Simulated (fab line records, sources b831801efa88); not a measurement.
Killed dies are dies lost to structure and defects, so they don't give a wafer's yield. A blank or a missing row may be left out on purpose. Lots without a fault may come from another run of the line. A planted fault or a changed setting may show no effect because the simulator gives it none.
Which tool did it? | flow gf180mcu | 14 lots, 42 wafers sampled, at 3 steps of a route of 602

WHAT THE GAUGES READ, wafer by wafer
GF_V3_BOW_MEAS_05. Usual: V3_BOW 115 um, standard deviation 8.8.
lot  | measured     | on            | V3_BOW (um) | flag
L234 | day 21 16:19 | film_metro-03 | 104 102 108 |
L235 | day 21 22:04 | film_metro-03 | 119 114 122 |
L237 | day 22 13:19 | film_metro-04 | 114 120 122 |
L239 | day 23 09:18 | film_metro-01 | 116 119 131 |
L238 | day 23 13:17 | film_metro-04 | 120 107 114 |
L240 | day 23 16:11 | film_metro-01 | 112 105 107 |
L241 | day 24 04:59 | film_metro-03 | 105 101 101 |
L249 | day 27 00:29 | film_metro-03 | 131 133 126 |
L250 | day 27 02:12 | film_metro-01 | 118 110 100 |
L251 | day 27 11:02 | film_metro-01 | 117 117 124 |
L253 | day 28 00:04 | film_metro-03 | 103 125 113 |
L255 | day 28 10:57 | film_metro-01 | 107 116 108 |
L256 | day 28 18:58 | film_metro-01 | 121 125 127 |
L257 | day 28 22:00 | film_metro-03 | 122 109 108 |

GF_V3_THK_MEAS_25: measures by xrf. Usual: V3_W_THK 355 nm, standard deviation 6.2.
lot  | measured     | on            | V3_W_THK (nm) | flag
L234 | day 22 16:52 | film_metro-01 | 360 360 352   |
L235 | day 22 22:55 | film_metro-04 | 358 362 352   |
L237 | day 23 13:36 | film_metro-01 | 350 362 350   |
L239 | day 24 08:56 | film_metro-03 | 356 352 347   |
L238 | day 24 12:52 | film_metro-01 | 348 357 363   |
L240 | day 24 15:31 | film_metro-03 | 354 347 346   |
L241 | day 25 04:11 | film_metro-01 | 346 353 349   |
L249 | day 27 21:52 | film_metro-01 | 357 351 349   |
L250 | day 27 23:38 | film_metro-03 | 355 346 353   |
L251 | day 28 08:23 | film_metro-04 | 363 363 363   |
L253 | day 28 20:38 | film_metro-04 | 361 353 364   |
L255 | day 29 07:43 | film_metro-04 | 350 361 349   |
L256 | day 29 15:32 | film_metro-03 | 362 365 357   |
L257 | day 29 18:23 | film_metro-01 | 351 346 369   |

WHICH TOOL RAN EACH LOT (tool, then ch and the chambers of the sampled wafers, then the start)
lot  | GF_V3_CMP_04
L234 | cmp-02 ch 1,2,3, day 21 16:07
L235 | cmp-02 ch 0,1, day 21 21:45
L237 | cmp-01 ch 1,2,3, day 22 13:07
L239 | cmp-02 ch 0,1,2, day 23 09:00
L238 | cmp-02 ch 0,2,3, day 23 12:59
L240 | cmp-02 ch 1,2,3, day 23 15:58
L241 | cmp-01 ch 0,1,2, day 24 04:40
L249 | cmp-01 ch 0,3, day 27 00:10
L250 | cmp-01 ch 2,3, day 27 01:56
L251 | cmp-01 ch 0,1, day 27 10:43
L253 | cmp-01 ch 0,3, day 27 23:46
L255 | cmp-01 ch 0,1,3, day 28 10:41
L256 | cmp-01 ch 0,1,2, day 28 18:41
L257 | cmp-02 ch 1,2,3, day 28 21:50
- GF_V3_CMP_04: polishes SiO2.

WHAT THE TOOLS THEMSELVES READ (means of the sampled wafers that have a number; where no wafer has one, the mark that the record gives instead)
GF_V3_CMP_04. Usual: motor_current_A 12.5 A, standard deviation 0.99; platen_rpm 60.00 rpm, standard deviation 0.038; retaining_ring_pressure_frac 1.000, standard deviation 0.0049; time_to_endpoint_s 81 s, standard deviation 6.8.
lot  | tool   | motor_current_A (A) | platen_rpm (rpm) | retaining_ring_pressure_frac | time_to_endpoint_s (s) | flag
L234 | cmp-02 | 12.9                | 59.96            | 0.997                        | 83                     |
L235 | cmp-02 | 12.6                | 60.02            | 1.005                        | 86                     |
L237 | cmp-01 | 12.6                | 60.00            | 0.997                        | 85                     |
L239 | cmp-02 | 12.0                | 59.96            | 0.995                        | 85                     |
L238 | cmp-02 | 12.0                | 60.00            | 0.999                        | 75                     |
L240 | cmp-02 | 12.6                | 60.01            | 1.005                        | 79                     |
L241 | cmp-01 | 12.4                | 60.03            | 0.999                        | 84                     |
L249 | cmp-01 | 13.4                | 60.01            | 0.999                        | 77                     |
L250 | cmp-01 | 13.0                | 60.00            | 0.999                        | 78                     |
L251 | cmp-01 | 12.6                | 60.02            | 1.001                        | 82                     |
L253 | cmp-01 | 13.5                | 59.98            | 1.003                        | 80                     |
L255 | cmp-01 | 12.6                | 60.02            | 0.998                        | 85                     |
L256 | cmp-01 | 13.0                | 59.96            | 0.999                        | 86                     |
L257 | cmp-02 | 12.7                | 59.99            | 0.998                        | 91                     |

THE ANSWER, worked out from the rows above alone
Rule: a lot is off if the mean of its wafers that have a number lies more than 3 standard deviations from the usual mean. A lot without any number at a reading at which 4 lots or more have one is off too. The other lots that the step has rows for count as sound. The gauges are gone through in route order, then the tools' own readings, and for those a lot's mean is taken as printed above. The first step at which some lot is off is used, and at that step the reading that is off furthest; a lot without a number counts as furthest.
No lot is off at any reading shown: from this, nothing can be told.

WHAT THE SIMULATOR HAD PUT IN
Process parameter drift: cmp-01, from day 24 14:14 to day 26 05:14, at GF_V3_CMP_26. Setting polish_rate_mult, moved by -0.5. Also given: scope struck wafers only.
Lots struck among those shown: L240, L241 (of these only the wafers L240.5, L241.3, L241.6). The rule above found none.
